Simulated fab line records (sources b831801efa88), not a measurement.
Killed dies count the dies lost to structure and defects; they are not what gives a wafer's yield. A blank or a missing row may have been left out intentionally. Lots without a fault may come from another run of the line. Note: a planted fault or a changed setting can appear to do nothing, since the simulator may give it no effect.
The tool behind it: which one?    flow sky130    11 lots, 33 wafers sampled, at 5 steps of a route of 708

== WHAT THE GAUGES SHOWED, per wafer ==
SKY_METAL2_CD_MEAS_15: target cd 140 nm.
lot   measured      on         cd_nm (nm)
L850  day 35 06:23  cd_sem-02  142.2 141.5 139.9
L851  day 35 16:39  cd_sem-02  142.1 142.8 140.5
L853  day 36 11:59  cd_sem-02  139.7 140.9 140.2
L854  day 36 15:31  cd_sem-02  140.8 138.9 139.6
L855  day 36 21:07  cd_sem-01  140.0 139.6 139.6
L856  day 37 06:34  cd_sem-01  140.4 140.7 140.3
L858  day 38 02:25  cd_sem-02  138.9 138.4 139.7
L861  day 39 01:29  cd_sem-02  139.8 139.5 141.1
L862  day 39 05:24  cd_sem-02  138.9 139.8 137.4
L863  day 39 16:22  cd_sem-01  139.8 139.8 138.5
L872  day 42 02:56  cd_sem-02  140.1 142.7 142.9

SKY_VIA2_BOW_MEAS_03.
lot   measured      on             VIA2_BOW (um)
L850  day 35 07:49  film_metro-01  75 83 82
L851  day 35 18:04  film_metro-03  80 72 78
L853  day 36 13:28  film_metro-03  86 84 76
L854  day 36 17:05  film_metro-01  74 90 85
L855  day 36 22:37  film_metro-03  77 85 82
L856  day 37 08:05  film_metro-02  92 77 88
L858  day 38 03:50  film_metro-02  88 91 102
L861  day 39 02:58  film_metro-02  90 75 85
L862  day 39 06:53  film_metro-02  90 93 82
L863  day 39 17:47  film_metro-03  84 78 83
L872  day 42 04:23  film_metro-03  101 89 79

SKY_VIA2_CD_MEAS_12: target cd 200 nm.
lot   measured      on         cd_nm (nm)
L850  day 36 09:11  cd_sem-02  198.1 198.6 198.2
L851  day 36 19:22  cd_sem-01  201.5 201.8 201.0
L853  day 37 15:59  cd_sem-02  200.8 200.5 201.6
L854  day 37 18:49  cd_sem-01  200.1 197.0 196.9
L855  day 38 00:28  cd_sem-02  198.5 200.4 198.8
L856  day 38 10:10  cd_sem-01  201.8 201.6 201.0
L858  day 39 05:04  cd_sem-01  200.2 200.4 199.8
L861  day 40 04:17  cd_sem-01  200.0 198.7 199.6
L862  day 40 07:45  cd_sem-01  168.9 194.9 171.8
L863  day 40 18:13  cd_sem-01  186.6 186.4 196.0
L872  day 43 03:05  cd_sem-01  200.2 199.2 199.8

== TOOL THAT RAN EACH LOT (tool first, then ch and the chambers of the sampled wafers, then the start) ==
lot   SKY_METAL2_STRIP_20                   SKY_VIA2_EXPOSE_09
L850  plasma_asher-01 ch 0,1, day 35 06:43  krf_scanner-02 ch 0, day 35 20:55
L851  plasma_asher-01 ch 0,1, day 35 16:59  krf_scanner-01 ch 0, day 36 05:50
L853  plasma_asher-01 ch 0,1, day 36 12:18  krf_scanner-01 ch 0, day 37 02:50
L854  plasma_asher-03 ch 0,1, day 36 15:51  krf_scanner-01 ch 0, day 37 05:22
L855  plasma_asher-03 ch 0,1, day 36 21:27  krf_scanner-01 ch 0, day 37 11:10
L856  plasma_asher-01 ch 0,1, day 37 06:55  krf_scanner-01 ch 0, day 37 22:10
L858  plasma_asher-04 ch 0,1, day 38 02:45  krf_scanner-02 ch 0, day 38 16:36
L861  plasma_asher-03 ch 0,1, day 39 01:48  krf_scanner-01 ch 0, day 39 15:17
L862  plasma_asher-01 ch 0,1, day 39 05:44  krf_scanner-02 ch 0, day 39 19:23
L863  plasma_asher-04 ch 0,1, day 39 16:42  krf_scanner-02 ch 0, day 40 06:28
L872  plasma_asher-01 ch 0,1, day 42 03:15  krf_scanner-01 ch 0, day 42 15:13
- SKY_METAL2_STRIP_20: strips in O2/N2.
- SKY_VIA2_EXPOSE_09: exposes mask VIM2, target cd 200 nm.

== WHAT THE TOOLS THEMSELVES READ (means of the sampled wafers that have a number; where no wafer has one, the mark that the record gives instead) ==
SKY_METAL2_STRIP_20.
lot   tool             drypump_motor_current_A (A)  oes_product_au (a.u.)  strip_time_to_endpoint_s (s)
L850  plasma_asher-01  5.2                          0.340                  2.64
L851  plasma_asher-01  5.5                          0.337                  2.69
L853  plasma_asher-01  5.5                          0.343                  2.69
L854  plasma_asher-03  6.2                          0.347                  2.69
L855  plasma_asher-03  6.2                          0.348                  2.70
L856  plasma_asher-01  5.2                          0.344                  2.72
L858  plasma_asher-04  6.2                          0.344                  2.70
L861  plasma_asher-03  6.2                          0.342                  2.73
L862  plasma_asher-01  5.5                          0.344                  2.71
L863  plasma_asher-04  6.0                          0.336                  2.66
L872  plasma_asher-01  5.5                          0.344                  2.72

SKY_VIA2_EXPOSE_09.
lot   tool            reticle_temp_C (C)
L850  krf_scanner-02  22.94
L851  krf_scanner-01  23.02
L853  krf_scanner-01  23.12
L854  krf_scanner-01  23.07
L855  krf_scanner-01  23.07
L856  krf_scanner-01  22.85
L858  krf_scanner-02  22.93
L861  krf_scanner-01  22.86
L862  krf_scanner-02  22.90
L863  krf_scanner-02  22.96
L872  krf_scanner-01  22.97

== THE ANSWER, worked out from the rows above alone ==
Rule: the usual values come from the lots themselves. The widest of any qualifying gaps counts: lots, ordered by their means at a reading, are off when they make up no more than a third of the lots, leave a main group of 4 or more, and stand apart from it by 3 or more times the standard deviation of that group's means. A main group whose means are all the same, to the digits that the tables above print for the reading, isn't used. A lot without any number at a reading at which 4 lots or more have one is off too. Where the step has rows for the other lots, those lots are counted as sound. Order of review: gauges by route order, followed by the tools' own readings, for which a lot's mean as printed above is used. At the first step where some lot is off, the reading lying furthest off is the one used; lots without a number count as furthest.
Off at SKY_VIA2_CD_MEAS_12 (cd_nm): L862, L863. For the main group the mean is 199.9 nm and the standard deviation 1.2.
If a tool, at a process step before that reading, ran all the lots that are off and no sound lot after the first of them, it fits. The gauges at SKY_VIA2_CD_MEAS_12 are tried like those tools. One fits: krf_scanner-02 at SKY_VIA2_EXPOSE_09. Its last sound lot is L858 (day 38 16:36), its first lot that is off L862 (day 39 19:23): a fault that began between those two fits.

== WHAT THE SIMULATOR HAD INSERTED ==
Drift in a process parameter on krf_scanner-02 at SKY_VIA2_EXPOSE_09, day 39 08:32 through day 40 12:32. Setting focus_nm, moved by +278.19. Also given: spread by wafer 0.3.
Lots struck among those shown: L862, L863. The same result came from the rule above.
